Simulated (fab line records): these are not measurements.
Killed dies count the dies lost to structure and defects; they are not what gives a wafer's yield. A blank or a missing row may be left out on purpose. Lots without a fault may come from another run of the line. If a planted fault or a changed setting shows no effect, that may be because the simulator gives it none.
fab line records | flow sky130
record: lots: 5 wafers: 15 last_day: 50
route steps=708 shown LDD_P@258 LDD_HVN@267 LDD_HVP@278 LDD_LDN@289
lots that met no fault: from a run of the same line without faults
start_h: start of the lot's first displayed wafer, in hours after the record's first day | wait_h: how many hours have passed since the lot's step before this one | " repeats the value in the row above | L1.1+2: one row covering several wafers at once | - either no value or no given start | * or withheld: withheld | < > ~ a bound
route shown NAME@n: NAME is a module with steps in the file, n the number in the route of the first one | usual: the fault-free wafers' mean and standard deviation | same: alike in all rows | chamber/n: place in a boat | sites: each site's reading | _std_site: standard deviation across them | _edge_site: outer sites' mean less inner sites' | radius_mm: for every site, how far away it sits from the centre of the wafer | mask NAME#n: copy n | behind: tool/chamber where the wafer was last shaped | hold: cause of the lot's hold/its duration in hours/its outcome | device: which transistor (n, p or np) failed to switch | end of line: the route-end tests of the same wafers | where a step has no rows: the recipe by itself | killed: dies that structure and defects cost at the first sort, which is not the same as the wafer's yield | map: a wafer's dies, marking killed ones x, the rest . and places with no die _
set.NAME: the setting as run; set.NAME@STEP: as run at that earlier step | model.NAME: the simulator's own value behind a step, which no gauge read
lots seen at some steps along the route; tables by step, rows by wafer
services: a tool's chamber out of use, with start hour (start_h, from the record's first day; less than 0 if before it), hours out, and reason
== steps ==
step: SKY_LDD_P_SOFTBAKE_03
recipe: temp_c: 90 time_s: 60 resist: NOVOLAK
usual: chill_plate_temp_C: 23.00/0.11 plate_temp_C: 89.99/0.13
columns lot.wafer tool chamber start_h wait_h chill_plate_temp_C plate_temp_C
L076.1 litho_track-04 0 466.87 0.1 23.09 90.16
L076.3 " 0 " " 23.07 90.12
L076.6 " 0 " " 23.03 89.85
L078.1 litho_track-03 0 475.83 0.1 22.96 90.03
L078.5 " 0 " " 22.83 89.97
L078.6 " 0 " " 23.04 90.09
L082.1 litho_track-04 0 491.07 0.1 23.05 89.77
L082.5 " 0 " " 23.01 89.81
L082.6 " 0 " " 22.90 89.72
L096.2 litho_track-03 0 613.10 0.1 22.92 89.93
L096.3 " 0 " " 22.91 90.07
L096.4 " 0 " " 22.84 89.96
L097.1 litho_track-01 0 616.93 0.1 23.06 89.71
L097.3 " 0 " " 23.01 89.93
L097.4 " 0 " " 23.03 89.85
step: SKY_LDD_P_EXPOSE_04
recipe: mask_id: PSDM na: 0.6 source_shape: conventional sigma_outer: 0.6 polarization: unpolarized target_cd_nm: 380 dose_mj: 138
columns lot.wafer tool chamber start_h wait_h mask
L076.1+3+6 iline_stepper-01 0 - - PSDM#0
L078.1+5+6 iline_stepper-02 0 - - PSDM#0
L082.1+5+6 iline_stepper-02 0 - - PSDM#0
L096.2+3+4 iline_stepper-02 0 - - PSDM#0
L097.1+3+4 iline_stepper-01 0 - - PSDM#0
step: SKY_LDD_P_PEB_05
recipe: temp_c: withheld time_s: * resist: NOVOLAK
usual: chill_plate_temp_C: *
columns lot.wafer tool chamber start_h wait_h chill_plate_temp_C
L076.1 litho_track-03 0 - - *
L076.3 " 0 " " *
L076.6 " 0 " " *
L078.1 litho_track-01 0 - - *
L078.5 " 0 " " *
L078.6 " 0 " " *
L082.1 litho_track-04 0 - - *
L082.5 " 0 " " *
L082.6 " 0 " " *
L096.2 litho_track-03 0 - - *
L096.3 " 0 " " *
L096.4 " 0 " " *
L097.1 litho_track-03 0 - - *
L097.3 " 0 " " *
L097.4 " 0 " " *
step: SKY_LDD_P_DEVELOP_06
recipe: resist: NOVOLAK developer: TMAH develop_time_s: 61.09 dev_temp_c: 23
usual: chill_plate_temp_C: 22.97/0.096
columns lot.wafer tool chamber start_h wait_h chill_plate_temp_C
L076.1 litho_track-03 0 481.83 0.1 22.92
L076.3 " 0 " " 23.02
L076.6 " 0 " " 23.03
L078.1 litho_track-01 0 491.18 0.1 23.07
L078.5 " 0 " " 22.97
L078.6 " 0 " " 23.04
L082.1 litho_track-04 0 505.77 0.1 22.89
L082.5 " 0 " " 22.93
L082.6 " 0 " " 22.86
L096.2 litho_track-03 0 628.15 0.1 22.87
L096.3 " 0 " " 23.03
L096.4 " 0 " " 23.10
L097.1 litho_track-03 0 631.73 0.1 23.00
L097.3 " 0 " " 23.06
L097.4 " 0 " " 23.00
step: SKY_LDD_P_CD_MEAS_07
recipe: target_cd_nm: 380
usual: cd_nm: 380.7/3
columns lot.wafer tool chamber start_h wait_h cd_nm
L076.1 cd_sem-02 - 481.98 0.1 382.9
L076.3 " - " " 380.9
L076.6 " - " " 382.5
L078.1 cd_sem-01 - 491.33 0.1 385.8
L078.5 " - " " 385.5
L078.6 " - " " 382.7
L082.1 cd_sem-02 - 505.92 0.1 376.5
L082.5 " - " " 377.4
L082.6 " - " " 378.2
L096.2 cd_sem-02 - 628.30 0.1 379.2
L096.3 " - " " 381.4
L096.4 " - " " 379.6
L097.1 cd_sem-02 - 631.88 0.1 375.0
L097.3 " - " " 371.7
L097.4 " - " " 375.0
step: SKY_LDD_P_OVL_MEAS_08
usual: LDD_P_OVL: 0.2/1.6
columns lot.wafer tool chamber start_h wait_h LDD_P_OVL[nm]
L076.1 overlay-02 - 482.10 0.1 2.9
L076.3 " - " " 1.2
L076.6 " - " " -1.7
L078.1 overlay-02 - 491.45 0.1 -2.5
L078.5 " - " " -3.1
L078.6 " - " " -2.5
L082.1 overlay-02 - 506.04 0.1 0.7
L082.5 " - " " 2.2
L082.6 " - " " 1.7
L096.2 overlay-01 - 628.40 0.1 -0.1
L096.3 " - " " -1.6
L096.4 " - " " -0.7
L097.1 overlay-01 - 632.00 0.1 0.2
L097.3 " - " " 1.2
L097.4 " - " " -0.4
step: SKY_LDD_P_IMPLANT_09
recipe: species: BF2 energy_kev: 25 dose_cm2: 1e+13 tilt_deg: withheld
usual: beam_energy_keV: 25.001/0.0074
same: implant_ion_amu: 49
columns lot.wafer tool chamber start_h wait_h beam_energy_keV
L076.1 implanter-01 0 482.13 0.0 25.001
L076.3 " 0 " " 24.985
L076.6 " 0 " " 24.999
L078.1 implanter-04 0 491.49 0.0 25.001
L078.5 " 0 " " 25.002
L078.6 " 0 " " 25.000
L082.1 implanter-02 0 506.07 0.0 25.026
L082.5 " 0 " " 25.003
L082.6 " 0 " " 25.009
L096.2 implanter-01 0 628.46 0.0 25.000
L096.3 " 0 " " 25.004
L096.4 " 0 " " 24.999
L097.1 implanter-04 0 632.03 0.0 24.992
L097.3 " 0 " " 24.990
L097.4 " 0 " " 25.002
step: SKY_LDD_P_STRIP_10
recipe: chemistry: O2/N2 power_w: 1400 pressure_mtorr: 1500 platen_temp_c: withheld o2_flow_sccm: 3000 n2_flow_sccm: 300 overash_fraction: 0.5
usual: chamber_pressure_mTorr: 1500.0/1.3 drypump_motor_current_A: 5.76/0.18 oes_product_au: 0.715/0.0043 strip_time_to_endpoint_s: 14.20/0.044
columns lot.wafer tool chamber start_h wait_h chamber_pressure_mTorr drypump_motor_current_A oes_product_au rf_hours_counter_h strip_time_to_endpoint_s
L076.1 plasma_asher-03 1 482.28 0.1 1499.9 5.74 0.712 2 14.15
L076.3 " 1 " " 1500.7 5.74 0.710 - 14.20
L076.6 " 0 " " 1500.0 5.62 0.712 - 14.14
L078.1 plasma_asher-04 0 491.64 0.1 1498.9 5.85 0.717 78 14.21
L078.5 " 0 " " 1500.4 5.81 0.709 - 14.20
L078.6 " 1 " " 1500.4 6.15 0.716 - 14.22
L082.1 plasma_asher-04 0 506.22 0.1 1499.7 5.85 0.712 79 14.27
L082.5 " 1 " " 1498.1 6.15 0.707 - 14.25
L082.6 " 0 " " 1501.3 5.85 0.722 - 14.28
L096.2 plasma_asher-02 1 628.58 0.1 1499.4 5.84 0.711 47 14.22
L096.3 " 0 " " 1500.8 5.60 0.712 - 14.26
L096.4 " 1 " " 1500.4 5.83 0.721 - 14.22
L097.1 plasma_asher-03 1 632.18 0.1 1501.8 5.73 0.713 18 14.21
L097.3 " 1 " " 1500.4 5.74 0.717 - 14.22
L097.4 " 0 " " 1499.7 5.61 0.723 - 14.24
step: SKY_LDD_P_TW_MEAS_11
usual: LDD_P_TW: 637/5.6
columns lot.wafer tool chamber start_h wait_h LDD_P_TW
L076.1 film_metro-02 - 482.38 0.1 640
L076.3 " - " " 643
L076.6 " - " " 638
L078.1 film_metro-01 - 491.74 0.1 634
L078.5 " - " " 633
L078.6 " - " " 632
L082.1 film_metro-02 - 506.32 0.1 640
L082.5 " - " " 643
L082.6 " - " " 644
L096.2 film_metro-03 - 628.69 0.1 637
L096.3 " - " " 639
L096.4 " - " " 640
L097.1 film_metro-03 - 632.28 0.1 639
L097.3 " - " " 636
L097.4 " - " " 637
step: SKY_LDD_HVN_DEHYDRATE_00
recipe: temp_c: 200 time_s: 60
usual: chill_plate_temp_C: 23.00/0.12 plate_temp_C: 199.98/0.17
columns lot.wafer tool chamber start_h wait_h chill_plate_temp_C plate_temp_C
L076.1 litho_track-04 0 497.17 14.8 23.04 199.94
L076.3 " 0 " " 23.11 199.76
L076.6 " 0 " " 23.18 199.89
L078.1 litho_track-03 0 505.93 14.2 22.81 199.94
L078.5 " 0 " " 22.93 199.90
L078.6 " 0 " " 22.81 199.95
L082.1 litho_track-02 0 520.42 14.1 22.85 200.10
L082.5 " 0 " " 22.90 200.10
L082.6 " 0 " " 22.85 199.91
L096.2 litho_track-02 0 641.34 12.6 22.98 200.13
L096.3 " 0 " " 22.98 199.87
L096.4 " 0 " " 23.00 200.12
L097.1 litho_track-03 0 645.73 13.4 22.88 199.81
L097.3 " 0 " " 22.83 200.04
L097.4 " 0 " " 22.76 199.93
step: SKY_LDD_HVN_HMDS_01
recipe: prime_time_s: 60 prime_temp_c: 120
usual: chill_plate_temp_C: 22.98/0.11
columns lot.wafer tool chamber start_h wait_h chill_plate_temp_C
L076.1 litho_track-04 0 497.32 0.1 22.97
L076.3 " 0 " " 22.84
L076.6 " 0 " " 23.12
L078.1 litho_track-03 0 506.08 0.1 23.06
L078.5 " 0 " " 22.86
L078.6 " 0 " " 23.12
L082.1 litho_track-02 0 520.57 0.1 23.09
L082.5 " 0 " " 22.88
L082.6 " 0 " " 22.90
L096.2 litho_track-02 0 641.49 0.1 22.98
L096.3 " 0 " " 23.08
L096.4 " 0 " " 22.97
L097.1 litho_track-03 0 645.88 0.1 22.92
L097.3 " 0 " " 23.21
L097.4 " 0 " " 22.82
step: SKY_LDD_HVN_COAT_02
recipe: resist: NOVOLAK spin_rpm: 3000 resist_thk_nm: 300
usual: chill_plate_temp_C: 22.97/0.1 dispense_pressure_kPa: 53.6/2.8
columns lot.wafer tool chamber start_h wait_h chill_plate_temp_C dispense_pressure_kPa
L076.1 litho_track-04 0 497.47 0.1 23.00 56.8
L076.3 " 0 " " 23.03 56.8
L076.6 " 0 " " 22.92 56.8
L078.1 litho_track-03 0 506.23 0.1 23.07 55.2
L078.5 " 0 " " 22.98 55.2
L078.6 " 0 " " 22.83 55.2
L082.1 litho_track-02 0 520.72 0.1 22.96 50.4
L082.5 " 0 " " 22.90 50.4
L082.6 " 0 " " 23.02 50.3
L096.2 litho_track-02 0 641.64 0.1 22.84 50.4
L096.3 " 0 " " 22.98 50.4
L096.4 " 0 " " 22.78 50.4
L097.1 litho_track-03 0 646.03 0.1 23.00 55.3
L097.3 " 0 " " 23.04 55.3
L097.4 " 0 " " 23.16 55.2
step: SKY_LDD_HVN_SOFTBAKE_03
recipe: temp_c: 90 time_s: 60 resist: NOVOLAK
usual: chill_plate_temp_C: 23.02/0.1 plate_temp_C: 90.01/0.13
columns lot.wafer tool chamber start_h wait_h chill_plate_temp_C plate_temp_C
L076.1 litho_track-04 0 497.62 0.1 23.08 90.10
L076.3 " 0 " " 23.12 90.15
L076.6 " 0 " " 23.01 90.08
L078.1 litho_track-03 0 506.38 0.1 22.88 90.01
L078.5 " 0 " " 22.93 90.06
L078.6 " 0 " " 23.10 89.83
L082.1 litho_track-02 0 520.87 0.1 22.99 90.18
L082.5 " 0 " " 22.82 89.88
L082.6 " 0 " " 22.86 89.94
L096.2 litho_track-02 0 641.79 0.1 23.07 90.02
L096.3 " 0 " " 23.00 90.06
L096.4 " 0 " " 23.01 90.04
L097.1 litho_track-03 0 646.18 0.1 23.08 89.96
L097.3 " 0 " " 23.01 90.00
L097.4 " 0 " " 22.83 90.08
step: SKY_LDD_HVN_EXPOSE_04
recipe: mask_id: HVNTM na: 0.6 source_shape: conventional sigma_outer: 0.6 polarization: unpolarized target_cd_nm: 700 dose_mj: 127
columns lot.wafer tool chamber start_h wait_h mask
L076.1+3+6 iline_stepper-02 0 - - HVNTM#0
L078.1+5+6 iline_stepper-02 0 - - HVNTM#0
L082.1+5+6 iline_stepper-02 0 - - HVNTM#0
L096.2+3+4 iline_stepper-02 0 - - HVNTM#0
L097.1+3+4 iline_stepper-01 0 - - HVNTM#0
step: SKY_LDD_HVN_PEB_05
recipe: temp_c: withheld time_s: * resist: NOVOLAK
usual: chill_plate_temp_C: *
columns lot.wafer tool chamber start_h wait_h chill_plate_temp_C
L076.1 litho_track-02 0 - - *
L076.3 " 0 " " *
L076.6 " 0 " " *
L078.1 litho_track-04 0 - - *
L078.5 " 0 " " *
L078.6 " 0 " " *
L082.1 litho_track-03 0 - - *
L082.5 " 0 " " *
L082.6 " 0 " " *
L096.2 litho_track-04 0 - - *
L096.3 " 0 " " *
L096.4 " 0 " " *
L097.1 litho_track-02 0 - - *
L097.3 " 0 " " *
L097.4 " 0 " " *
step: SKY_LDD_HVN_DEVELOP_06
recipe: resist: NOVOLAK developer: TMAH develop_time_s: 60 dev_temp_c: 23
usual: chill_plate_temp_C: 23.00/0.11
columns lot.wafer tool chamber start_h wait_h chill_plate_temp_C
L076.1 litho_track-02 0 512.62 0.1 23.09
L076.3 " 0 " " 23.01
L076.6 " 0 " " 23.17
L078.1 litho_track-04 0 521.57 0.1 23.00
L078.5 " 0 " " 22.86
L078.6 " 0 " " 23.08
L082.1 litho_track-03 0 536.03 0.1 22.98
L082.5 " 0 " " 22.89
L082.6 " 0 " " 23.07
L096.2 litho_track-04 0 656.04 0.1 23.00
L096.3 " 0 " " 23.09
L096.4 " 0 " " 23.08
L097.1 litho_track-02 0 660.77 0.1 23.11
L097.3 " 0 " " 22.96
L097.4 " 0 " " 23.19
step: SKY_LDD_HVN_OVL_MEAS_07
usual: LDD_HVN_OVL: -1.0/1.6
columns lot.wafer tool chamber start_h wait_h LDD_HVN_OVL[nm]
L076.1 overlay-01 - 512.77 0.1 2.3
L076.3 " - " " -1.1
L076.6 " - " " 0.4
L078.1 overlay-02 - 521.72 0.1 -1.6
L078.5 " - " " -2.3
L078.6 " - " " -1.7
L082.1 overlay-02 - 536.18 0.1 -2.4
L082.5 " - " " -1.3
L082.6 " - " " -1.4
L096.2 overlay-02 - 656.17 0.1 1.0
L096.3 " - " " 0.4
L096.4 " - " " 0.0
L097.1 overlay-01 - 660.92 0.1 0.4
L097.3 " - " " 2.3
L097.4 " - " " 1.6
step: SKY_LDD_HVN_IMPLANT_08
recipe: species: P energy_kev: 60 dose_cm2: 3e+13 tilt_deg: 40
usual: beam_energy_keV: 60.002/0.018
same: implant_ion_amu: 31
columns lot.wafer tool chamber start_h wait_h beam_energy_keV
L076.1 implanter-03 0 512.80 0.0 59.986
L076.3 " 0 " " 60.017
L076.6 " 0 " " 59.985
L078.1 implanter-04 0 521.75 0.0 60.022
L078.5 " 0 " " 59.982
L078.6 " 0 " " 59.985
L082.1 implanter-03 0 536.21 0.0 59.999
L082.5 " 0 " " 60.051
L082.6 " 0 " " 60.044
L096.2 implanter-03 0 656.23 0.0 59.980
L096.3 " 0 " " 59.975
L096.4 " 0 " " 60.004
L097.1 implanter-01 0 660.95 0.0 60.015
L097.3 " 0 " " 60.009
L097.4 " 0 " " 60.028
step: SKY_LDD_HVN_STRIP_09
recipe: chemistry: O2/N2 power_w: 1400 pressure_mtorr: 1500 platen_temp_c: withheld o2_flow_sccm: 3000 n2_flow_sccm: 300 overash_fraction: 0.5
usual: chamber_pressure_mTorr: 1499.9/1.3 drypump_motor_current_A: 5.58/0.26 oes_product_au: 0.408/0.0037 strip_time_to_endpoint_s: 4.145/0.015
columns lot.wafer tool chamber start_h wait_h chamber_pressure_mTorr drypump_motor_current_A oes_product_au rf_hours_counter_h strip_time_to_endpoint_s
L076.1 plasma_asher-01 1 512.95 0.1 1500.9 5.10 0.410 75 4.150
L076.3 " 1 " " 1497.9 5.11 0.405 - 4.146
L076.6 " 0 " " 1500.3 5.70 0.408 - 4.132
L078.1 plasma_asher-01 1 521.90 0.1 1499.1 5.11 0.397 76 4.130
L078.5 " 1 " " 1500.9 5.12 0.412 - 4.138
L078.6 " 0 " " 1498.6 5.71 0.402 - 4.130
L082.1 plasma_asher-01 1 536.36 0.1 1497.3 5.11 0.411 78 4.160
L082.5 " 0 " " 1497.5 5.72 0.409 - 4.170
L082.6 " 1 " " 1500.2 5.12 0.407 - 4.159
L096.2 plasma_asher-01 0 656.35 0.1 1501.4 5.73 0.412 90 4.138
L096.3 " 1 " " 1500.4 5.11 0.405 - 4.146
L096.4 " 0 " " 1500.2 5.72 0.412 - 4.149
L097.1 plasma_asher-03 0 661.10 0.1 1499.5 5.63 0.413 21 4.147
L097.3 " 1 " " 1501.5 5.75 0.405 - 4.142
L097.4 " 0 " " 1501.3 5.63 0.408 - 4.160
step: SKY_LDD_HVN_TW_MEAS_10
usual: LDD_HVN_TW: 1435/11
columns lot.wafer tool chamber start_h wait_h LDD_HVN_TW
L076.1 film_metro-04 - 513.05 0.1 1434
L076.3 " - " " 1429
L076.6 " - " " 1428
L078.1 film_metro-01 - 522.00 0.1 1420
L078.5 " - " " 1435
L078.6 " - " " 1430
L082.1 film_metro-04 - 536.46 0.1 1429
L082.5 " - " " 1438
L082.6 " - " " 1442
L096.2 film_metro-01 - 656.46 0.1 1411
L096.3 " - " " 1412
L096.4 " - " " 1411
L097.1 film_metro-02 - 661.20 0.1 1448
L097.3 " - " " 1448
L097.4 " - " " 1445
step: SKY_LDD_HVP_DEHYDRATE_00
recipe: temp_c: 200 time_s: 60
usual: chill_plate_temp_C: 23.01/0.1 plate_temp_C: 199.99/0.18
columns lot.wafer tool chamber start_h wait_h chill_plate_temp_C plate_temp_C
L076.1 litho_track-04 0 527.47 14.4 22.99 199.88
L076.3 " 0 " " 23.08 199.83
L076.6 " 0 " " 23.03 199.96
L078.1 litho_track-02 0 536.87 14.9 23.03 200.32
L078.5 " 0 " " 22.97 200.28
L078.6 " 0 " " 22.92 200.36
L082.1 litho_track-02 0 550.22 13.7 22.83 200.08
L082.5 " 0 " " 23.00 199.97
L082.6 " 0 " " 22.86 199.91
L096.2 litho_track-01 0 669.76 13.3 23.04 199.74
L096.3 " 0 " " 23.04 199.95
L096.4 " 0 " " 23.11 200.14
L097.1 litho_track-02 0 673.62 12.4 23.10 199.87
L097.3 " 0 " " 22.98 199.62
L097.4 " 0 " " 22.87 199.76
step: SKY_LDD_HVP_HMDS_01
recipe: prime_time_s: 60 prime_temp_c: 120
usual: chill_plate_temp_C: 22.99/0.092
columns lot.wafer tool chamber start_h wait_h chill_plate_temp_C
L076.1 litho_track-04 0 527.62 0.1 22.92
L076.3 " 0 " " 22.83
L076.6 " 0 " " 23.01
L078.1 litho_track-02 0 537.02 0.1 23.07
L078.5 " 0 " " 23.00
L078.6 " 0 " " 22.99
L082.1 litho_track-02 0 550.37 0.1 23.03
L082.5 " 0 " " 23.07
L082.6 " 0 " " 23.06
L096.2 litho_track-01 0 669.91 0.1 23.05
L096.3 " 0 " " 22.96
L096.4 " 0 " " 23.07
L097.1 litho_track-02 0 673.77 0.1 23.14
L097.3 " 0 " " 23.07
L097.4 " 0 " " 23.00
step: SKY_LDD_HVP_COAT_02
recipe: resist: NOVOLAK spin_rpm: 3000 resist_thk_nm: 300
usual: chill_plate_temp_C: 22.98/0.098 dispense_pressure_kPa: 52/3.5
columns lot.wafer tool chamber start_h wait_h chill_plate_temp_C dispense_pressure_kPa
L076.1 litho_track-04 0 527.77 0.1 22.90 57
L076.3 " 0 " " 22.89 57
L076.6 " 0 " " 22.98 57
L078.1 litho_track-02 0 537.17 0.1 22.99 50
L078.5 " 0 " " 22.80 50
L078.6 " 0 " " 23.10 50
L082.1 litho_track-02 0 550.52 0.1 23.01 50
L082.5 " 0 " " 22.90 50
L082.6 " 0 " " 23.06 50
L096.2 litho_track-01 0 670.06 0.1 23.04 47
L096.3 " 0 " " 23.04 47
L096.4 " 0 " " 22.97 47
L097.1 litho_track-02 0 673.92 0.1 23.13 50
L097.3 " 0 " " 22.98 50
L097.4 " 0 " " 22.78 50
step: SKY_LDD_HVP_SOFTBAKE_03
recipe: temp_c: 90 time_s: 60 resist: NOVOLAK
usual: chill_plate_temp_C: 22.99/0.11 plate_temp_C: 89.98/0.12
columns lot.wafer tool chamber start_h wait_h chill_plate_temp_C plate_temp_C
L076.1 litho_track-04 0 527.92 0.1 23.00 89.97
L076.3 " 0 " " 22.96 90.13
L076.6 " 0 " " 22.91 90.08
L078.1 litho_track-02 0 537.32 0.1 22.90 89.96
L078.5 " 0 " " 23.00 90.10
L078.6 " 0 " " 22.76 89.91
L082.1 litho_track-02 0 550.67 0.1 23.04 89.82
L082.5 " 0 " " 23.08 89.78
L082.6 " 0 " " 22.96 89.85
L096.2 litho_track-01 0 670.21 0.1 23.11 89.93
L096.3 " 0 " " 23.25 90.09
L096.4 " 0 " " 23.16 89.99
L097.1 litho_track-02 0 674.07 0.1 23.05 90.02
L097.3 " 0 " " 22.94 89.79
L097.4 " 0 " " 23.15 89.98
step: SKY_LDD_HVP_EXPOSE_04
recipe: mask_id: HVPTM na: 0.6 source_shape: conventional sigma_outer: 0.6 polarization: unpolarized target_cd_nm: 700 dose_mj: 86
columns lot.wafer tool chamber start_h wait_h mask
L076.1+3+6 iline_stepper-01 0 - - HVPTM#0
L078.1+5+6 iline_stepper-02 0 - - HVPTM#0
L082.1+5+6 iline_stepper-01 0 - - HVPTM#0
L096.2+3+4 iline_stepper-02 0 - - HVPTM#0
L097.1+3+4 iline_stepper-02 0 - - HVPTM#0
step: SKY_LDD_HVP_PEB_05
recipe: temp_c: withheld time_s: * resist: NOVOLAK
usual: chill_plate_temp_C: *
columns lot.wafer tool chamber start_h wait_h chill_plate_temp_C
L076.1 litho_track-02 0 - - *
L076.3 " 0 " " *
L076.6 " 0 " " *
L078.1 litho_track-02 0 - - *
L078.5 " 0 " " *
L078.6 " 0 " " *
L082.1 litho_track-02 0 - - *
L082.5 " 0 " " *
L082.6 " 0 " " *
L096.2 litho_track-04 0 - - *
L096.3 " 0 " " *
L096.4 " 0 " " *
L097.1 litho_track-04 0 - - *
L097.3 " 0 " " *
L097.4 " 0 " " *
step: SKY_LDD_HVP_DEVELOP_06
recipe: resist: NOVOLAK developer: TMAH develop_time_s: 60 dev_temp_c: 23
usual: chill_plate_temp_C: 23.01/0.11
columns lot.wafer tool chamber start_h wait_h chill_plate_temp_C
L076.1 litho_track-02 0 542.17 0.1 23.31
L076.3 " 0 " " 23.34
L076.6 " 0 " " 23.35
L078.1 litho_track-02 0 551.27 0.1 22.94
L078.5 " 0 " " 23.07
L078.6 " 0 " " 23.13
L082.1 litho_track-02 0 566.42 0.1 23.02
L082.5 " 0 " " 22.98
L082.6 " 0 " " 23.05
L096.2 litho_track-04 0 683.44 0.1 22.89
L096.3 " 0 " " 22.99
L096.4 " 0 " " 22.91
L097.1 litho_track-04 0 686.67 0.1 23.07
L097.3 " 0 " " 22.97
L097.4 " 0 " " 22.93
step: SKY_LDD_HVP_OVL_MEAS_07
usual: LDD_HVP_OVL: 1.7/1.5
columns lot.wafer tool chamber start_h wait_h LDD_HVP_OVL[nm]
L076.1 overlay-01 - 542.32 0.1 3.7
L076.3 " - " " 5.0
L076.6 " - " " 5.7
L078.1 overlay-02 - 551.42 0.1 0.4
L078.5 " - " " 0.2
L078.6 " - " " -1.7
L082.1 overlay-02 - 566.57 0.1 -0.3
L082.5 " - " " 2.0
L082.6 " - " " 3.1
L096.2 overlay-01 - 683.57 0.1 3.5
L096.3 " - " " 1.8
L096.4 " - " " 3.6
L097.1 overlay-01 - 686.82 0.1 1.5
L097.3 " - " " 1.5
L097.4 " - " " 1.6
step: SKY_LDD_HVP_IMPLANT_08
recipe: species: B energy_kev: 20 dose_cm2: 1.663e+13 tilt_deg: 17.9
usual: beam_energy_keV: 20.000/0.0056
same: implant_ion_amu: 11
columns lot.wafer tool chamber start_h wait_h beam_energy_keV
L076.1 implanter-02 0 542.35 0.0 19.998
L076.3 " 0 " " 20.000
L076.6 " 0 " " 19.987
L078.1 implanter-03 0 551.45 0.0 20.009
L078.5 " 0 " " 20.012
L078.6 " 0 " " 20.014
L082.1 implanter-02 0 566.60 0.0 19.994
L082.5 " 0 " " 19.996
L082.6 " 0 " " 20.003
L096.2 implanter-01 0 683.63 0.0 19.996
L096.3 " 0 " " 20.000
L096.4 " 0 " " 20.006
L097.1 implanter-01 0 686.85 0.0 20.004
L097.3 " 0 " " 19.996
L097.4 " 0 " " 20.001
step: SKY_LDD_HVP_STRIP_09
recipe: chemistry: O2/N2 power_w: 1400 pressure_mtorr: 1500 platen_temp_c: withheld o2_flow_sccm: 3000 n2_flow_sccm: 300 overash_fraction: 0.5
usual: chamber_pressure_mTorr: 1499.7/1.4 drypump_motor_current_A: 5.78/0.3 oes_product_au: 0.408/0.0047 strip_time_to_endpoint_s: 4.138/0.017
columns lot.wafer tool chamber start_h wait_h chamber_pressure_mTorr drypump_motor_current_A oes_product_au rf_hours_counter_h strip_time_to_endpoint_s
L076.1 plasma_asher-02 0 542.50 0.1 1499.2 5.54 0.407 39 4.148
L076.3 " 0 " " 1499.6 5.56 0.413 - 4.140
L076.6 " 0 " " 1499.0 5.61 0.409 - 4.123
L078.1 plasma_asher-02 1 551.60 0.1 1496.9 5.84 0.411 40 4.141
L078.5 " 1 " " 1501.9 5.90 0.411 - 4.139
L078.6 " 0 " " 1498.2 5.53 0.408 - 4.151
L082.1 plasma_asher-01 0 566.75 0.1 1500.4 5.69 0.401 81 4.137
L082.5 " 1 " " 1498.5 5.11 0.414 - 4.126
L082.6 " 0 " " 1500.1 5.72 0.417 - 4.138
L096.2 plasma_asher-02 1 683.75 0.1 1500.1 5.85 0.411 53 4.116
L096.3 " 1 " " 1500.4 5.85 0.409 - 4.158
L096.4 " 0 " " 1499.6 5.58 0.418 - 4.148
L097.1 plasma_asher-04 0 687.00 0.1 1499.1 5.83 0.408 95 4.148
L097.3 " 0 " " 1500.5 5.84 0.400 - 4.167
L097.4 " 1 " " 1498.1 6.16 0.416 - 4.172
step: SKY_LDD_HVP_TW_MEAS_10
usual: LDD_HVP_TW: 454/4
columns lot.wafer tool chamber start_h wait_h LDD_HVP_TW
L076.1 film_metro-01 - 542.60 0.1 452
L076.3 " - " " 450
L076.6 " - " " 449
L078.1 film_metro-03 - 551.70 0.1 456
L078.5 " - " " 457
L078.6 " - " " 459
L082.1 film_metro-03 - 566.85 0.1 454
L082.5 " - " " 452
L082.6 " - " " 454
L096.2 film_metro-03 - 683.86 0.1 460
L096.3 " - " " 456
L096.4 " - " " 457
L097.1 film_metro-03 - 687.10 0.1 456
L097.3 " - " " 459
L097.4 " - " " 456
step: SKY_LDD_LDN_DEHYDRATE_00
recipe: temp_c: 200 time_s: 60
usual: chill_plate_temp_C: 22.99/0.11 plate_temp_C: 200.00/0.15
columns lot.wafer tool chamber start_h wait_h chill_plate_temp_C plate_temp_C
L076.1 litho_track-01 0 556.98 14.4 22.87 200.17
L076.3 " 0 " " 23.01 200.19
L076.6 " 0 " " 22.94 200.30
L078.1 litho_track-03 0 566.53 14.8 22.81 199.97
L078.5 " 0 " " 22.94 200.02
L078.6 " 0 " " 22.90 200.04
L082.1 litho_track-02 0 580.17 13.3 23.10 199.98
L082.5 " 0 " " 23.08 200.02
L082.6 " 0 " " 22.92 199.85
L096.2 litho_track-01 0 698.31 14.4 23.09 200.26
L096.3 " 0 " " 23.03 199.91
L096.4 " 0 " " 23.13 200.23
L097.1 litho_track-02 0 700.52 13.4 23.04 199.90
L097.3 " 0 " " 23.01 199.73
L097.4 " 0 " " 23.01 199.76
step: SKY_LDD_LDN_HMDS_01
recipe: prime_time_s: 60 prime_temp_c: 120
usual: chill_plate_temp_C: 23.00/0.091
columns lot.wafer tool chamber start_h wait_h chill_plate_temp_C
L076.1 litho_track-01 0 557.13 0.1 23.03
L076.3 " 0 " " 22.95
L076.6 " 0 " " 22.87
L078.1 litho_track-03 0 566.68 0.1 22.81
L078.5 " 0 " " 22.90
L078.6 " 0 " " 22.87
L082.1 litho_track-02 0 580.32 0.1 23.14
L082.5 " 0 " " 23.01
L082.6 " 0 " " 23.23
L096.2 litho_track-01 0 698.46 0.1 23.03
L096.3 " 0 " " 22.99
L096.4 " 0 " " 23.07
L097.1 litho_track-02 0 700.67 0.1 23.06
L097.3 " 0 " " 23.13
L097.4 " 0 " " 23.04
== services ==
columns tool chamber start_h hours kind
plasma_asher-04 - 443.83 16.5 repair
plasma_asher-04 - 448.47 1.4 repair
plasma_asher-04 - 452.09 12.5 repair
plasma_asher-02 - 456.51 1.2 repair
iline_stepper-02 - 461.11 8.9 pm
implanter-03 - 466.74 3.8 repair
plasma_asher-02 - 469.28 0.7 repair
iline_stepper-02 - 470.00 4.4 pm
iline_stepper-01 - 474.44 1.7 pm
implanter-03 - 486.90 4.7 repair
implanter-01 - 491.41 3.1 pm
iline_stepper-02 - 499.93 1.7 pm
plasma_asher-02 - 512.50 2.8 pm
plasma_asher-04 - 523.82 28.1 pm
implanter-02 - 526.93 1.8 repair
implanter-02 - 528.41 5.1 repair
iline_stepper-01 - 534.74 8.9 pm
iline_stepper-02 - 552.37 2.1 pm
implanter-01 - 567.26 1.8 repair
iline_stepper-02 - 587.32 20.6 repair
implanter-01 - 612.00 1.6 repair
implanter-03 - 619.44 4.8 pm
plasma_asher-01 - 629.95 2.7 repair
iline_stepper-01 - 687.10 1.7 pm
== key ==
fault none
